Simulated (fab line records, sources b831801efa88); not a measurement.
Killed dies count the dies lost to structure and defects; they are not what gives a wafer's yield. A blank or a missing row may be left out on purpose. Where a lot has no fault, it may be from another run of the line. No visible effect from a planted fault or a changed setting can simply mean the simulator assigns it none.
fab line records    flow sky130
record lots=13  wafers=39  last_day=50
route steps=708 shown NWELL@67 METAL4@629 VIA4@642 PAD_OPEN@708
lots with no fault: from the same line, run without faults
start_h: hours from the record's first day to the start of the lot's first wafer shown    wait_h: hours elapsed since this lot's preceding step    " identical to the entry in the row above    L1.1+2: a single row standing in for several wafers    - value missing, or start not given    * or withheld: withheld    < > ~ a bound
route shown NAME@n: names a module that has steps shown in the file, with the first one's number in the route    usual: the fault-free wafers' mean and standard deviation    same: alike in all rows    chamber/n: place in a boat    sites: each site's reading    _std_site: standard deviation of those values    _edge_site: mean of outer sites minus mean of inner sites    radius_mm: how far each site lies from the wafer's centre    mask NAME#n: copy n    behind: the tool/chamber that last shaped the wafer    hold: cause of the lot's hold/its duration in hours/its outcome    device: the transistor (n, p or np) that didn't switch    end of line: tests of these same wafers at the route's end    a step without rows: its recipe alone    killed: the dies lost at the first sort to structure and to defects; this is not the yield of the wafer    map: shows each die of a wafer: x if killed, . if not, _ if none is there
set.NAME: the run value of the setting; set.NAME@STEP: its run value at that earlier step    model.NAME: the simulator's own value behind a step, which no gauge read
one table for each step of the route and one row for each wafer, over a sample of lots
services: from which hour (start_h, from the record's first day; less than 0 if before it) a tool's chamber was out of use, for how many hours, and why
## steps
# step SKY_NWELL_STRIP_14
# recipe chemistry=O2/N2  power_w=1400  pressure_mtorr=1500  platen_temp_c=withheld  o2_flow_sccm=3000  n2_flow_sccm=300  overash_fraction=0.5
# usual drypump_motor_current_A=6.0/0.62  oes_product_au=0.722/0.0044  strip_time_to_endpoint_s=36.89/0.089
lot.wafer  tool             chamber  start_h  wait_h  drypump_motor_current_A  oes_product_au  rf_hours_counter_h  strip_time_to_endpoint_s
L784.2     plasma_asher-03  0        88.04    0.1     6.1                      0.721           28                  36.93
L784.5     "                1        "        "       6.3                      0.719           -                   36.91
L784.6     "                0        "        "       6.1                      0.733           -                   37.00
L785.3     plasma_asher-02  1        99.46    0.1     4.9                      0.720           -                   36.89
L785.5     "                1        "        "       4.9                      0.722           -                   36.99
L785.6     "                0        "        "       6.6                      0.726           -                   36.92
L786.2     plasma_asher-02  1        100.38   0.1     4.9                      0.724           42                  36.79
L786.3     "                0        "        "       6.5                      0.720           -                   36.80
L786.5     "                1        "        "       4.9                      0.715           -                   36.82
L790.1     plasma_asher-02  1        119.38   0.1     4.9                      0.720           0                   36.77
L790.2     "                0        "        "       6.6                      0.727           0                   36.75
L790.4     "                0        "        "       6.6                      0.724           -                   36.82
L791.1     plasma_asher-02  1        125.23   0.1     4.9                      0.720           0                   36.87
L791.2     "                0        "        "       6.5                      0.722           0                   36.85
L791.5     "                0        "        "       6.5                      0.719           -                   36.89
L797.1     plasma_asher-03  1        167.94   0.1     6.3                      0.720           37                  36.80
L797.5     "                0        "        "       6.1                      0.719           -                   36.92
L797.6     "                1        "        "       6.3                      0.720           -                   36.83
L800.1     plasma_asher-04  0        182.84   0.1     6.4                      0.720           46                  36.87
L800.4     "                1        "        "       6.4                      0.724           -                   37.04
L800.6     "                1        "        "       6.5                      0.732           -                   36.92
L801.2     plasma_asher-03  0        183.96   0.1     6.1                      0.720           39                  36.84
L801.3     "                1        "        "       6.3                      0.719           -                   36.87
L801.5     "                0        "        "       6.0                      0.719           -                   36.91
L803.3     plasma_asher-03  0        199.54   0.1     6.1                      0.719           -                   36.75
L803.4     "                1        "        "       6.3                      0.728           -                   36.72
L803.6     "                1        "        "       6.3                      0.717           -                   36.72
L804.1     plasma_asher-02  1        205.63   0.1     4.9                      0.732           8                   36.94
L804.5     "                0        "        "       6.6                      0.722           -                   37.00
L804.6     "                1        "        "       4.9                      0.720           -                   36.79
L805.1     plasma_asher-02  0        210.03   0.1     6.5                      0.726           8                   36.83
L805.4     "                1        "        "       4.9                      0.719           -                   36.88
L805.5     "                1        "        "       4.9                      0.720           -                   36.75
L806.1     plasma_asher-03  0        213.81   0.1     6.1                      0.723           41                  36.97
L806.2     "                1        "        "       6.3                      0.721           41                  37.02
L806.5     "                1        "        "       6.3                      0.718           -                   36.92
L807.3     plasma_asher-04  0        219.06   0.1     6.4                      0.723           -                   36.73
L807.5     "                0        "        "       6.5                      0.724           -                   36.87
L807.6     "                1        "        "       6.4                      0.720           -                   36.78
# step SKY_METAL4_CD_MEAS_13
# recipe target_cd_nm=300
# usual cd_nm=300.7/1.5
lot.wafer  tool       chamber  start_h  wait_h  cd_nm
L784.2     cd_sem-02  -        978.98   -       301.7
L784.5     "          -        "        "       302.0
L784.6     "          -        "        "       300.7
L785.3     cd_sem-01  -        994.35   -       302.9
L785.5     "          -        "        "       303.5
L785.6     "          -        "        "       300.4
L786.2     cd_sem-02  -        998.38   -       299.0
L786.3     "          -        "        "       300.3
L786.5     "          -        "        "       299.9
L790.1     cd_sem-01  -        1023.31  -       302.2
L790.2     "          -        "        "       300.1
L790.4     "          -        "        "       301.9
L791.1     cd_sem-02  -        1029.42  -       298.2
L791.2     "          -        "        "       298.3
L791.5     "          -        "        "       299.0
L797.1     cd_sem-02  -        1074.56  -       302.2
L797.5     "          -        "        "       300.7
L797.6     "          -        "        "       301.6
L800.1     cd_sem-01  -        1090.86  -       302.7
L800.4     "          -        "        "       302.6
L800.6     "          -        "        "       302.7
L801.2     cd_sem-01  -        1094.44  -       299.1
L801.3     "          -        "        "       300.3
L801.5     "          -        "        "       296.6
L803.3     cd_sem-02  -        1106.55  -       300.7
L803.4     "          -        "        "       301.3
L803.6     "          -        "        "       301.2
L804.1     cd_sem-01  -        1111.81  -       300.7
L804.5     "          -        "        "       302.5
L804.6     "          -        "        "       302.0
L805.1     cd_sem-01  -        1114.96  -       300.8
L805.4     "          -        "        "       299.7
L805.5     "          -        "        "       300.3
L806.1     cd_sem-01  -        1119.52  -       300.5
L806.2     "          -        "        "       301.8
L806.5     "          -        "        "       302.8
L807.3     cd_sem-01  -        1123.60  -       298.4
L807.5     "          -        "        "       300.3
L807.6     "          -        "        "       300.1
# step SKY_METAL4_ETCH_16
# recipe chemistry=N2/H2  target=BARC  ion_energy_ev=200  bias_w=100  pressure_mtorr=30  n2_flow_sccm=100  h2_flow_sccm=200  icp_w=500  stop_on=SiO2  time_s=88.2  target_depth_a=600
# usual drypump_motor_current_A=5.8/0.43  he_backside_leak_sccm=3.4/0.4  oes_product_au=0.626/0.0047  throttle_valve_pct=13.204/0.0093
lot.wafer  tool          chamber  start_h  wait_h  drypump_motor_current_A  he_backside_leak_sccm  oes_product_au  rf_hours_counter_h  throttle_valve_pct
L784.2     rie_metal-01  1        979.14   0.0     5.5                      3.3                    0.623           16                  13.200
L784.5     "             1        "        "       5.6                      3.4                    0.625           -                   13.209
L784.6     "             0        "        "       5.8                      3.6                    0.625           -                   13.216
L785.3     rie_metal-04  0        994.53   0.0     6.4                      3.2                    0.623           -                   13.206
L785.5     "             1        "        "       5.3                      3.5                    0.627           -                   13.216
L785.6     "             0        "        "       6.5                      3.2                    0.632           -                   13.209
L786.2     rie_metal-04  1        998.55   0.0     5.3                      3.3                    0.619           18                  13.213
L786.3     "             1        "        "       5.3                      3.3                    0.632           -                   13.195
L786.5     "             1        "        "       5.3                      3.2                    0.623           -                   13.200
L790.1     rie_metal-02  1        1023.53  0.1     5.7                      3.2                    0.629           19                  13.193
L790.2     "             1        "        "       5.7                      3.2                    0.632           -                   13.196
L790.4     "             1        "        "       5.7                      3.3                    0.631           -                   13.209
L791.1     rie_metal-02  1        1029.61  0.0     5.7                      3.5                    0.628           20                  13.212
L791.2     "             0        "        "       5.8                      3.2                    0.625           0                   13.196
L791.5     "             0        "        "       5.8                      3.4                    0.623           -                   13.199
L797.1     rie_metal-04  0        1074.75  0.0     6.5                      3.1                    0.617           6                   13.209
L797.5     "             0        "        "       6.5                      3.2                    0.630           -                   13.208
L797.6     "             1        "        "       5.3                      3.7                    0.624           -                   13.207
L800.1     rie_metal-02  1        1091.04  0.0     5.7                      6.3                    0.622           24                  13.201
L800.4     "             0        "        "       5.8                      3.2                    0.625           -                   13.206
L800.6     "             0        "        "       5.8                      3.4                    0.619           -                   13.211
L801.2     rie_metal-02  1        1094.61  0.0     5.7                      3.4                    0.626           24                  13.198
L801.3     "             0        "        "       5.8                      3.2                    0.640           -                   13.231
L801.5     "             0        "        "       5.8                      3.2                    0.626           -                   13.204
L803.3     rie_metal-04  1        1106.73  0.0     5.3                      3.5                    0.629           -                   13.202
L803.4     "             0        "        "       6.5                      3.2                    0.628           -                   13.218
L803.6     "             1        "        "       5.3                      3.3                    0.626           -                   13.216
L804.1     rie_metal-04  1        1112.00  0.0     5.3                      3.2                    0.625           28                  13.189
L804.5     "             1        "        "       5.3                      3.2                    0.622           -                   13.208
L804.6     "             0        "        "       6.5                      3.1                    0.634           -                   13.211
L805.1     rie_metal-04  1        1115.15  0.0     5.3                      3.8                    0.620           28                  13.196
L805.4     "             1        "        "       5.3                      3.6                    0.624           -                   13.221
L805.5     "             0        "        "       6.5                      3.1                    0.623           -                   13.195
L806.1     rie_metal-01  0        1119.71  0.0     5.8                      3.7                    0.628           6                   13.200
L806.2     "             1        "        "       5.6                      3.4                    0.631           27                  13.206
L806.5     "             1        "        "       5.6                      3.3                    0.623           -                   13.208
L807.3     rie_metal-04  0        1123.78  0.0     6.5                      3.4                    0.622           -                   13.214
L807.5     "             0        "        "       6.5                      3.2                    0.621           -                   13.196
L807.6     "             1        "        "       5.3                      3.8                    0.623           -                   13.193
# step SKY_VIA4_BOW_MEAS_03
# recipe mode=bow
# usual VIA4_BOW=78/7.6
lot.wafer  tool           chamber  start_h  wait_h  VIA4_BOW[um]
L784.2     film_metro-03  -        980.63   0.2     81
L784.5     "              -        "        "       77
L784.6     "              -        "        "       79
L785.3     film_metro-01  -        995.96   0.3     75
L785.5     "              -        "        "       61
L785.6     "              -        "        "       74
L786.2     film_metro-03  -        1000.00  0.2     74
L786.3     "              -        "        "       65
L786.5     "              -        "        "       68
L790.1     film_metro-03  -        1025.24  0.2     72
L790.2     "              -        "        "       82
L790.4     "              -        "        "       63
L791.1     film_metro-01  -        1031.22  0.2     77
L791.2     "              -        "        "       89
L791.5     "              -        "        "       92
L797.1     film_metro-03  -        1076.27  0.3     66
L797.5     "              -        "        "       70
L797.6     "              -        "        "       77
L800.1     film_metro-01  -        1092.48  0.2     84
L800.4     "              -        "        "       77
L800.6     "              -        "        "       75
L801.2     film_metro-03  -        1096.10  0.3     73
L801.3     "              -        "        "       68
L801.5     "              -        "        "       81
L803.3     film_metro-01  -        1108.60  0.1     71
L803.4     "              -        "        "       76
L803.6     "              -        "        "       70
L804.1     film_metro-01  -        1113.76  0.1     77
L804.5     "              -        "        "       80
L804.6     "              -        "        "       72
L805.1     film_metro-03  -        1116.57  0.1     83
L805.4     "              -        "        "       76
L805.5     "              -        "        "       79
L806.1     film_metro-03  -        1121.26  0.1     88
L806.2     "              -        "        "       92
L806.5     "              -        "        "       78
L807.3     film_metro-03  -        1125.39  0.1     70
L807.5     "              -        "        "       71
L807.6     "              -        "        "       74
# step SKY_PAD_OPEN_PROBE_99
# usual killed_at_M0_to_M3=43/7.6  killed_at_M4_up=2.9/1.7  killed_at_contacts=24/5.5  killed_at_front_end=15/4.2  killed_at_other=0.3/0.52  killed_dies=86/9.4  killed_open=47/7  killed_short=39/6.4
# same gross_dies=492  killed_at_back_side=0
lot.wafer  tool       chamber  start_h  wait_h  killed_at_M0_to_M3  killed_at_M4_up  killed_at_contacts  killed_at_front_end  killed_at_other  killed_dies  killed_open  killed_short
L790.1     prober-02  -        1114.89  0.1     27                  3                17                  65                   0                112          33           29
L790.2     prober-02  -        1114.94  0.1     45                  0                29                  40                   0                114          51           38
L790.4     prober-02  -        1115.04  0.2     44                  1                23                  30                   0                98           37           42
L791.1     prober-01  -        1120.98  0.1     49                  1                15                  68                   1                134          36           43
L791.2     prober-01  -        1121.03  0.1     36                  3                13                  40                   1                93           28           44
L791.5     prober-01  -        1121.18  0.2     47                  2                27                  30                   1                107          50           35
# killed by level:class
L790.1 NWELL:unspecified=50 FIELD_ISO:geometric_particle:short=5 CONTACT:geometric_particle:open=5 VIA3:geometric_particle:open=5 FIELD_ISO:geometric_particle:open=4 CONTACT:geometric_particle:short=4 METAL1:geometric_particle:short=4 VIA1:geometric_particle:open=4
L790.2 NWELL:unspecified=25 VIA1:geometric_particle:open=15 LI_CONTACT:geometric_particle:open=9 CONTACT:geometric_particle:short=8 CONTACT:geometric_particle:open=7 METAL1:geometric_particle:short=7 VIA1:geometric_particle:short=7 VIA2:geometric_particle:open=6
L790.4 NWELL:unspecified=19 VIA1:geometric_particle:open=12 METAL2:geometric_particle:short=8 LI_CONTACT:geometric_particle:short=7 VIA3:geometric_particle:open=6 LI_CONTACT:geometric_particle:open=5 CONTACT:geometric_particle:short=5 CONTACT:geometric_particle:open=5
L791.1 NWELL:unspecified=54 METAL2:geometric_particle:short=8 METAL1:geometric_particle:short=7 CONTACT:geometric_particle:open=6 VIA1:geometric_particle:open=6 VIA2:geometric_particle:short=6 VIA2:geometric_particle:open=5 FIELD_ISO:geometric_particle:open=4
L791.2 NWELL:unspecified=20 VIA1:geometric_particle:open=9 FIELD_ISO:geometric_particle:short=7 VIA1:geometric_particle:short=7 LOCAL_INTERCONNECT:geometric_particle:short=6 FIELD_ISO:geometric_particle:open=4 POLY_GATE:geometric_particle:short=4 METAL1:geometric_particle:short=4
L791.5 NWELL:unspecified=21 VIA1:geometric_particle:open=18 CONTACT:geometric_particle:open=7 LI_CONTACT:geometric_particle:open=6 LI_CONTACT:geometric_particle:short=5 VIA2:geometric_particle:open=5 LOCAL_INTERCONNECT:geometric_particle:short=5 METAL1:geometric_particle:short=5
## services
tool             chamber  start_h  hours  kind
rie_metal-02     -        85.61    1.4    pm
plasma_asher-02  -        108.75   9.0    pm
rie_metal-04     0        126.93   3.7    repair
plasma_asher-02  -        146.40   5.3    repair
plasma_asher-02  -        232.91   1.6    repair
plasma_asher-02  -        235.55   0.8    repair
plasma_asher-02  -        256.78   2.8    pm
plasma_asher-02  -        286.43   2.3    repair
plasma_asher-02  -        315.89   3.8    repair
rie_metal-04     0        337.95   2.2    repair
plasma_asher-02  -        417.11   0.5    repair
rie_metal-04     -        474.63   2.8    pm
rie_metal-04     -        478.08   4.0    pm
rie_metal-04     0        545.10   10.9   repair
plasma_asher-02  -        604.89   8.3    repair
plasma_asher-03  -        616.61   0.9    repair
rie_metal-04     -        664.89   1.4    pm
rie_metal-04     1        678.78   1.6    repair
rie_metal-04     -        833.85   0.3    repair
plasma_asher-03  -        931.66   2.8    pm
plasma_asher-02  -        954.79   4.0    pm
plasma_asher-02  -        977.84   8.9    repair
rie_metal-04     0        1027.82  21.8   repair
plasma_asher-03  -        1055.25  9.0    pm
## key
first_sign step=SKY_PAD_OPEN_PROBE_99  reading=killed_at_front_end  direction=up  sigmas=7.2  usual=15  struck=46
effect step=SKY_PAD_OPEN_PROBE_99  reading=killed_dies  direction=up  sigmas=2.5  usual=86  struck=110  wafers_moved=4
met_at SKY_NWELL_STRIP_14
struck_lots L790,L791
tester_left_out L790,L791
not_acting_at SKY_METAL4_CD_MEAS_13,SKY_METAL4_ETCH_16,SKY_VIA4_BOW_MEAS_03
onset_between 100.38 119.38
fault kind=chamber_particle_source  tool=plasma_asher-02  chamber=-  onset_h=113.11  steps=SKY_NWELL_STRIP_14  rate_per_visit_cm2=0.69641  end_h=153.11
# tester_left_out: of these lots the tester's yield and bins aren't shown, on N5 and GAA mostly nor the transistor test; their killed dies are dies lost to structure and defects alone, not to doping, threshold or leakage, so they don't give the yield
